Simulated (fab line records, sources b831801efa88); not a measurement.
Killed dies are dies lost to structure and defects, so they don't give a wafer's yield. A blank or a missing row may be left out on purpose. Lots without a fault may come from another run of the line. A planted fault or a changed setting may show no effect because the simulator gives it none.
Chamber matching | flow sky130 | SKY_CONTACT_ETCH_17 on rie_diel-01: 4 sister chambers
The step etches SiO2 in C4F8/O2/Ar, stops on Si3N4, target depth 340 nm. 4 wafers are shown with their chamber, then 9 later ones without.

WAFERS WITH THEIR CHAMBER
wafer  | chamber | oes_product_au (a.u.)
L081.6 | 0       | 0.888
L083.2 | 2       | 0.897
L083.3 | 1       | 0.900
L083.4 | 3       | 0.896

WAFERS WITHOUT THEIR CHAMBER
wafer  | oes_product_au (a.u.)
L084.2 | 0.891
L084.3 | 0.886
L084.6 | 0.900
L086.2 | 0.897
L086.4 | 0.894
L086.6 | 0.900
L091.1 | 0.897
L091.2 | 0.896
L091.5 | 0.891

WHICH CHAMBER EACH WENT THROUGH
wafer  | from the rows above          | in truth
L084.2 | can't be placed: 0 or 3 or 2 | 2
L084.3 | 0                            | 0
L084.6 | can't be placed: 1 or 2      | 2
L086.2 | can't be placed: 2 or 3 or 1 | 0
L086.4 | can't be placed: 3 or 2      | 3
L086.6 | can't be placed: 1 or 2      | 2
L091.1 | can't be placed: 2 or 3 or 1 | 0
L091.2 | can't be placed: 3 or 2      | 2
L091.5 | can't be placed: 0 or 3 or 2 | 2
Placed correctly: 1 of 9. Can't be placed from these rows: 8 (the true chamber is among the candidates in 6). Placed wrongly: 0.
How it was worked out, from the rows above alone: a wafer's distance from a chamber is the root of the sum, over the readings, of the square of ((its reading less the chamber's mean) divided by the reading's scatter). The wafer belongs to the nearest chamber; if the next one is less than 2 further off, it can't be placed. A chamber's mean is the mean of its shown wafers. The scatter: with one shown wafer a chamber, the root of the mean of the squares of how far each hidden wafer lies from its nearest shown one.
